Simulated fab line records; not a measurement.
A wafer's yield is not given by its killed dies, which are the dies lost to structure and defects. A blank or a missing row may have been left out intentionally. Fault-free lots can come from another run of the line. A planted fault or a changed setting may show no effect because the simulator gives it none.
Check for tools in common / flow gf180mcu / Lots sampled 13, wafers sampled 39

== REASON FOR OPENING ==
At GF_HV_LDD_TW_MEAS_23 the reading HV_LDD_2_TW is flagged on 2 of 13 lots. Wafers without a fault read 1067, standard deviation 8.7.
Rule: a lot is flagged in two cases, either no wafer of it has a number, or all its wafers with numbers fall more than 4 standard deviations from that mean. All remaining lots are regarded as sound.

lot=L524; measured=day 11 16:25; on=film-metro-02; HV_LDD_2_TW, wafer by wafer=1073 1079 1072; flag=
lot=L526; measured=day 11 17:58; on=film-metro-01; HV_LDD_2_TW, wafer by wafer=1047 1054 1058; flag=
lot=L527; measured=day 12 03:55; on=film-metro-01; HV_LDD_2_TW, wafer by wafer=1066 1055 1065; flag=
lot=L528; measured=day 12 23:01; on=film-metro-03; HV_LDD_2_TW, wafer by wafer=1066 1065 1066; flag=
lot=L529; measured=day 13 01:49; on=film-metro-02; HV_LDD_2_TW, wafer by wafer=1080 1081 1075; flag=
lot=L530; measured=day 13 07:17; on=film-metro-02; HV_LDD_2_TW, wafer by wafer=1343 1337 1338; flag=FLAGGED
lot=L531; measured=day 13 12:44; on=film-metro-02; HV_LDD_2_TW, wafer by wafer=1332 1332 1338; flag=FLAGGED
lot=L533; measured=day 14 05:42; on=film-metro-02; HV_LDD_2_TW, wafer by wafer=1072 1073 1069; flag=
lot=L538; measured=day 15 17:49; on=film-metro-01; HV_LDD_2_TW, wafer by wafer=1056 1059 1056; flag=
lot=L539; measured=day 16 02:54; on=film-metro-01; HV_LDD_2_TW, wafer by wafer=1052 1051 1057; flag=
lot=L542; measured=day 17 06:19; on=film-metro-01; HV_LDD_2_TW, wafer by wafer=1054 1054 1055; flag=
lot=L543; measured=day 17 13:30; on=film-metro-02; HV_LDD_2_TW, wafer by wafer=1075 1078 1075; flag=
lot=L545; measured=day 18 02:31; on=film-metro-03; HV_LDD_2_TW, wafer by wafer=1053 1058 1065; flag=
On average the flagged lots' numbers are 1337, which is +270 against the usual, or +31 standard deviations.

== LOT BY LOT: THE TOOL USED ==
The record holds 1 process step before the reading, out of a route of 602 steps. Each cell gives the tool, then ch followed by the chambers the sampled wafers passed through, then the start.
lot=L524; flag=; GF_HV_LDD_IMPLANT_21=implanter-03 ch 0, day 11 16:09
lot=L526; flag=; GF_HV_LDD_IMPLANT_21=implanter-03 ch 0, day 11 17:45
lot=L527; flag=; GF_HV_LDD_IMPLANT_21=implanter-01 ch 0, day 12 03:41
lot=L528; flag=; GF_HV_LDD_IMPLANT_21=implanter-01 ch 0, day 12 22:47
lot=L529; flag=; GF_HV_LDD_IMPLANT_21=implanter-01 ch 0, day 13 01:36
lot=L530; flag=FLAGGED; GF_HV_LDD_IMPLANT_21=implanter-02 ch 0, day 13 06:44
lot=L531; flag=FLAGGED; GF_HV_LDD_IMPLANT_21=implanter-03 ch 0, day 13 12:00
lot=L533; flag=; GF_HV_LDD_IMPLANT_21=implanter-01 ch 0, day 14 05:27
lot=L538; flag=; GF_HV_LDD_IMPLANT_21=implanter-03 ch 0, day 15 17:34
lot=L539; flag=; GF_HV_LDD_IMPLANT_21=implanter-01 ch 0, day 16 02:39
lot=L542; flag=; GF_HV_LDD_IMPLANT_21=implanter-03 ch 0, day 17 06:06
lot=L543; flag=; GF_HV_LDD_IMPLANT_21=implanter-03 ch 0, day 17 13:15
lot=L545; flag=; GF_HV_LDD_IMPLANT_21=implanter-01 ch 0, day 18 02:18
What the steps here do:
- GF_HV_LDD_IMPLANT_21
- GF_HV_LDD_TW_MEAS_23

== FLAGGED AGAINST TOTAL, ONE TOOL AT A TIME (gauges that did the reading follow at the end) ==
step=GF_HV_LDD_IMPLANT_21; tool=implanter-01; lots run=6; flagged=0; share of the flagged lots=none; sound lots run after its first flagged lot=-
step=GF_HV_LDD_IMPLANT_21; tool=implanter-02; lots run=1; flagged=1; share of the flagged lots=some; sound lots run after its first flagged lot=0
step=GF_HV_LDD_IMPLANT_21; tool=implanter-03; lots run=6; flagged=1; share of the flagged lots=some; sound lots run after its first flagged lot=3 (L538,L542,L543)
step=GF_HV_LDD_TW_MEAS_23; tool=film-metro-01; lots run=5; flagged=0; share of the flagged lots=none; sound lots run after its first flagged lot=-
step=GF_HV_LDD_TW_MEAS_23; tool=film-metro-02; lots run=6; flagged=2; share of the flagged lots=all; sound lots run after its first flagged lot=2 (L533,L543)
step=GF_HV_LDD_TW_MEAS_23; tool=film-metro-03; lots run=2; flagged=0; share of the flagged lots=none; sound lots run after its first flagged lot=-

== WHAT IS ALLOWED BY THE TABLE ==
In the table, 1 row covers all flagged lots: film-metro-02 at GF_HV_LDD_TW_MEAS_23.
- film-metro-02 at GF_HV_LDD_TW_MEAS_23 ran 6 lots, 2 of them flagged. Lots that were sound ran on it after the first flagged one (L533, L543); a persistent fault on the entire tool would not allow that.
No row of the table ran every flagged lot and no sound lot after the first.

== WHAT HAD BEEN PUT IN BY THE SIMULATOR ==
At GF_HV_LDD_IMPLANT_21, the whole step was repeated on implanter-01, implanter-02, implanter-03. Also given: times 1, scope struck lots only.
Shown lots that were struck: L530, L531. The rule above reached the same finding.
